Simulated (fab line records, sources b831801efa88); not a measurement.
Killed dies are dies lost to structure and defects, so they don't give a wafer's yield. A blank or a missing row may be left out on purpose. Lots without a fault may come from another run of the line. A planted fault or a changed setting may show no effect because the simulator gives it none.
Problem report in the 8D (eight disciplines) form, filled by code | flow gf180mcu | the parts of the form that need people (team, actions taken, sign-off) are left out

1. THE PROBLEM
cd_nm at GF_V5_CD_MEAS_14 reads a mean of 309.2 nm on 6 wafers of 2 lots; wafers without a fault read 260.0 nm with a standard deviation of 1.3. That is +38 standard deviations from the usual mean.
The step: target cd 260 nm.
First seen on wafer L970.3, day 30 17:51, on cd_sem-01. The record holds 42 wafers of 14 lots with a number at this step. Rule for "out", or "out of limits": more than 4 standard deviations from the usual mean. The other wafers with a number count as sound.

2. WHAT IT IS AND WHAT IT IS NOT
question                    | is                     | is not
which readings at this step | cd_nm                  | -
which lots                  | L970, L974             | L959, L960, L961, L962, L963, L964, L965, L971, L976, L979, L980, L982
which wafers of those lots  | all that have a number | -
read on which gauges        | cd_sem-01, cd_sem-02   | -
when                        | from day 30 17:51      | up to then (21 sound wafers); but 15 sound wafers of L971, L976, L979, L980, L982 came after

3. SUSPECTS, AND WHAT RULES EACH OUT
Counting: a tool at a process step up to the reading stays a suspect if it ran every lot that is out and no sound lot after the first of them.
- the gauge at GF_V5_CD_MEAS_14: ruled out. The wafers that are out were read on 2 gauges (cd_sem-01, cd_sem-02).
- pvd_sputter-01 at GF_MIM_SPUTTER_09 (material TiN, target thk 35 nm, time 29.2 s): ruled out as a lasting fault. Sound lots L976 ran on it after its first lot that is out, L970 (day 28 08:26).
- litho_track-03 at GF_V5_SOFTBAKE_10 (time 60 s): kept. It ran every lot that is out, first L970 (day 30 09:00), and no sound lot after that; its last sound lot up to then is L965 (day 29 05:00). Its own readings are out on those wafers: heater_power_total_W, plate_temp_C.
Left after counting: litho_track-03 at GF_V5_SOFTBAKE_10.

4. THE CAUSE (what the simulator had put in)
Process parameter drift: litho_track-03, from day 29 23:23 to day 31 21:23, at GF_V5_SOFTBAKE_10. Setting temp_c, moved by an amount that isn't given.
Counting left only this tool.

5. THE CHAIN OF EFFECTS, in route order
Each row: a reading whose mean over the struck wafers that have a number lies more than 3 standard deviations from the usual. Only readings for which the record gives a usual standard deviation are gone through. hours: the time from each lot's start at the first step in this table that gives one to its start at this step, as a median over the lots. sigmas: the change in usual standard deviations.
hours | step              | reading              | usual    | on struck wafers | change | sigmas
0     | GF_V5_SOFTBAKE_10 | heater_power_total_W | 93.05 W  | 106.45           | +13.41 | +99 or more
0     | GF_V5_SOFTBAKE_10 | plate_temp_C         | 129.99 C | 144.19           | +14.20 | +99 or more
9     | GF_V5_CD_MEAS_14  | cd_nm                | 260.0 nm | 309.2            | +49.2  | +38
The process steps in it:
- GF_V5_SOFTBAKE_10: time 60 s.

6. WHAT WOULD HAVE CAUGHT IT SOONER
In this record the first reading out of limits at a measuring or inspecting step was taken at day 30 17:51, 18 hours after the fault began at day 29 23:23.
The tool's own readings at GF_V5_SOFTBAKE_10 were out on every struck wafer that the step has a row for (heater_power_total_W, plate_temp_C): an alarm limit on them would have fired on the first of those.
Of the lots that are out (2), L974 began GF_V5_SOFTBAKE_10 on litho_track-03 after day 30 17:51. A hold on the tool at that time would have spared it.
